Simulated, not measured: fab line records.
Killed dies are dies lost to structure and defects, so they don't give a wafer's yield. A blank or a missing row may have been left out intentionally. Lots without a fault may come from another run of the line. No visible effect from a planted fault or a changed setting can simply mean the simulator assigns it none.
Comparing a struck lot with a sound one :: flow sky130 :: 27 steps out of a route of 708
Sound: wafers L922.2, L922.5, L922.6. Struck: wafer L909.2. (L909.6 of the same lot was not struck and is left out.) The cause comes at the end.
For every step that has rows: the tool of each side, followed by ch and its chambers, followed by its first start. Under that, the readings that differ: sound wafers :: struck wafers :: difference of the means :: sigmas: that difference in standard deviations of wafers without a fault.
alike: readings with means less than 2 such deviations apart, plus words and numbers identical on both sides. not compared: withheld readings, readings lacking a value on some wafer, bounds such as >300 that could conceal the same value, and numbers that have no deviation in the record and whose values overlap.
The two part at a step that has a row with sigmas, a row that says differs or no value, or rows on one side only. When numbers do not overlap yet have no deviation, they are printed without sigmas and do not part them. A reading that every wafer of one side lacks parts them only if that side has two wafers or more.

first, 6 steps without rows for these wafers: SKY_VIA4_ETCH_12 (etches SiO2 in C4F8/O2/Ar, stops on TiN, target depth 580 nm); SKY_VIA4_STRIP_13 (strips in O2/N2); SKY_VIA4_STRIP_14 (strips in post etch residue remover, time 1200 s); SKY_VIA4_CLEAN_15 (cleans in IPA, time 180 s); SKY_VIA4_CLEAN_16 (cleans in O3/DIW); SKY_VIA4_SPUTTER_17 (material TiN, target thk 20 nm, time 80 s).
SKY_VIA4_CVD_18: deposits W, target thk 505 nm, time 152.14 s.
  sound on cvd-w-02 ch 0,1, day 48 08:29; struck on cvd-w-02 ch 1, day 45 08:38
  alike: chamber-pressure-Torr, heater-power-w
SKY_VIA4_RS_MEAS_19: measures by four-point-probe.
  struck on film-metro-04, day 45 08:49; sound on film-metro-04, day 48 08:39
  alike: VIA4_W_RS
SKY_VIA4_THK_MEAS_20: measures by xrf.
  struck on film-metro-04, day 45 08:56; sound on film-metro-04, day 48 08:46
  alike: VIA4_W_THK
SKY_VIA4_CMP_21: polishes, stops on SiO2, t overpolish 25 s, target thk 0 nm.
  sound on cmp-02 ch 1,2,3, day 48 08:58; struck on cmp-01 ch 0, day 45 09:02
  alike: motor-current-A, overpolish-run-s, slurry-filter-dp-kPa, time-to-endpoint-s
SKY_METAL5_SPUTTER_00: material Ti, target thk 15 nm, time 10 s.
  struck on pvd-sputter-03, day 45 09:17; sound on pvd-sputter-03, day 48 09:07
  alike: chamber-pressure-pa, throttle-valve-pct
then, 1 step without rows for these wafers: SKY_METAL5_SPUTTER_01 (material TiN, target thk 20 nm, time 16.7 s).
SKY_METAL5_SPUTTER_02: material AlCu, target thk 1150 nm, time 61.2 s.
  struck on pvd-sputter-03, day 45 09:19; sound on pvd-sputter-03, day 48 09:10
reading: model.AlCu_of_METAL5_SPUTTER_02.thk-nm (nm)
sound: 1154 1161 1164
struck: 1763
difference: +603
sigmas: 
  alike: chamber-pressure-pa, throttle-valve-pct
SKY_METAL5_SPUTTER_03: material Ti, target thk 5 nm, time 3.3 s.
  struck on pvd-sputter-03, day 45 09:22; sound on pvd-sputter-03, day 48 09:13
  alike: chamber-pressure-pa, throttle-valve-pct
then, 1 step without rows for these wafers: SKY_METAL5_SPUTTER_04 (material TiN, target thk 70 nm, time 58.3 s).
SKY_METAL5_RS_MEAS_05: measures by four-point-probe.
  struck on film-metro-04, day 45 09:28; sound on film-metro-04, day 48 09:18
reading: METAL5_ALCU_RS (ohm/sq)
sound: 0.02692 0.02677 0.02671
struck: 0.0176
difference: -0.0092
sigmas: -34
SKY_METAL5_THK_MEAS_06: measures by xrf.
  struck on film-metro-04, day 45 09:34; sound on film-metro-04, day 48 09:25
reading: METAL5_ALCU_THK (nm)
sound: 1171 1183 1179
struck: 1804
difference: +626
sigmas: +48
then, 7 steps without rows for these wafers: SKY_METAL5_DEHYDRATE_07 (time 60 s); SKY_METAL5_HMDS_08 (prime time 60 s); SKY_METAL5_COAT_09 (resist thk 1800 nm); SKY_METAL5_SOFTBAKE_10 (time 60 s); SKY_METAL5_EXPOSE_11 (exposes mask MM5, target cd 1600 nm); SKY_METAL5_PEB_12; SKY_METAL5_DEVELOP_13 (develop time 60 s).
SKY_METAL5_DESCUM_14: chemistry O2, time 11 s.
  sound on rie-metal-03 ch 0,1, day 49 03:36; struck on rie-metal-04 ch 1, day 46 05:55
  alike: drypump-motor-current-A, oes-product-au
  not compared: rf-hours-counter-h
SKY_METAL5_METAL_ETCH_15: etches the open film in Cl2/BCl3, stops on SiO2, target depth 1260 nm, time 252 s.
  sound on rie-metal-03 ch 0,1, day 49 03:38; struck on rie-metal-04 ch 1, day 46 05:57
reading: oes-product-au (a.u.)
sound: 0.890 0.898 0.885
struck: 0.997
difference: +0.106
sigmas: +23
  alike: drypump-motor-current-A, throttle-valve-pct
  not compared: rf-hours-counter-h
then, 1 step without rows for these wafers: SKY_METAL5_STRIP_16 (strips in O2/N2).

## WHERE THEY PART
Earliest at SKY_METAL5_RS_MEAS_05; latest, in this record, at SKY_METAL5_METAL_ETCH_15.

WHY: what the simulator had put in
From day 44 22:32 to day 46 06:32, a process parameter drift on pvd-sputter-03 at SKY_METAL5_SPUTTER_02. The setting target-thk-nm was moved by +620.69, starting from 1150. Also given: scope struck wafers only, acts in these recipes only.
